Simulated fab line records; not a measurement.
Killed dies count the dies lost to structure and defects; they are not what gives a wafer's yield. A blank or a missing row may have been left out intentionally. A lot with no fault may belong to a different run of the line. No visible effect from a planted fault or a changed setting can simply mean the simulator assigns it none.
A struck lot beside a sound one || flow sky130 || 21 out of 708 route steps
Sound: wafers L103.3, L103.4, L103.5. Wafers struck: L113.1, L113.3, L113.6. At the end, the cause is stated.
Each step with rows lists, per side, the tool, then ch with its chambers, then its first start. Under that, the readings that differ: sound wafers || struck wafers || difference of the means || sigmas: that difference in standard deviations of wafers without a fault.
alike: a reading whose means differ by less than 2 such deviations, as well as words and numbers matching on both sides. not compared: withheld readings; readings where some wafer has no value; bounds like >300 that might hide an equal value; numbers whose values overlap and for which the record gives no deviation.
A row with sigmas, a row that says differs or no value, or rows on one side alone: a step with any of these is where the two part. Numbers that don't overlap but have no deviation are shown without sigmas and don't part them. A reading missing from all wafers of one side parts the sides only when that side holds two or more wafers.

SKY_POLY_GATE_CD_MEAS_22:
  sound on cd sem-01, day 17 22:29; struck on cd sem-01, day 21 18:43
  alike: cd nm
then, 7 steps without rows for these wafers: SKY_LDD_N_DEHYDRATE_00 (time 60 s); SKY_LDD_N_HMDS_01 (prime time 60 s); SKY_LDD_N_COAT_02 (resist thk 300 nm); SKY_LDD_N_SOFTBAKE_03 (time 60 s); SKY_LDD_N_EXPOSE_04 (exposes mask NTM, target cd 840 nm); SKY_LDD_N_PEB_05; SKY_LDD_N_DEVELOP_06 (develop time 60 s).
SKY_LDD_N_OVL_MEAS_07:
  sound on overlay-01, day 19 04:44; struck on overlay-01, day 23 01:19
  alike: LDD_N_OVL
then, 3 steps without rows for these wafers: SKY_LDD_N_IMPLANT_08; SKY_LDD_N_IMPLANT_09; SKY_LDD_N_IMPLANT_10.
SKY_LDD_N_IMPLANT_11:
  sound on implanter-04 ch 0, day 19 05:16; struck on implanter-04 ch 0, day 23 01:49
{"reading": "beam on s (s)", "sound": "10.33 9.73 9.73", "struck": "13.79 13.57 13.67", "difference": "+3.75", "sigmas": "+20"}
{"reading": "dose ions cm2", "sound": "7.505e+13 7.501e+13 7.491e+13", "struck": "1.1634e+14 1.1649e+14 1.165e+14", "difference": "+4.1453e+13", "sigmas": "+99 or more"}
{"reading": "faraday current uA", "sound": "408 433 433", "struck": "479 485 479", "difference": "+56", "sigmas": "+7"}
then, 4 steps without rows for these wafers: SKY_LDD_N_IMPLANT_12; SKY_LDD_N_IMPLANT_13; SKY_LDD_N_IMPLANT_14; SKY_LDD_N_IMPLANT_15.
SKY_LDD_N_STRIP_16: strips in O2/N2.
  sound on plasma asher-04 ch 0,1, day 19 05:59; struck on plasma asher-04 ch 0,1, day 23 02:34
{"reading": "strip time to endpoint s (s)", "sound": "4.342 4.330 4.330", "struck": "4.457 4.461 4.428", "difference": "+0.115", "sigmas": "+7"}
  alike: drypump motor current A, n2 flow sccm, oes product au
  not compared: rf hours counter h
SKY_LDD_N_TW_MEAS_17:
  sound on film metro-03, day 19 06:05; struck on film metro-03, day 23 02:40
{"reading": "LDD_N_TW", "sound": "2585 2582 2582", "struck": "2644 2650 2657", "difference": "+67", "sigmas": "+6"}
then, 1 step without rows for these wafers: SKY_LDD_P_DEHYDRATE_00 (time 60 s).
-- the record jumps here: 26 days lie between the struck wafers' starts before and after (it left off in module LDD_P and takes up again in module PAD_OPEN, whose first step shown is number 708 of the route) --
SKY_PAD_OPEN_PROBE_99:
  sound on prober-02, day 47 07:14; struck on prober-02, day 49 02:38
{"reading": "model.etest.tip n.rs ohm sq", "sound": "445.1 443.4 445.2", "struck": "409.7 408.2 407", "difference": -36.3, "sigmas": ""}
  alike: killed_at_M0_to_M3, killed_at_M4_up, killed at contacts, killed at front end, killed at other, killed dies, killed open, killed short

## WHERE THEY PART
Earliest at SKY_LDD_N_IMPLANT_11; latest, in this record, at SKY_LDD_N_TW_MEAS_17. Later steps at which nothing parts them and some readings are alike: SKY_PAD_OPEN_PROBE_99.

WHY: the cause the simulator had injected
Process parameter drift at SKY_LDD_N_IMPLANT_11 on implanter-04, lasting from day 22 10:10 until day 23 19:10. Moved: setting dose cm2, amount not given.
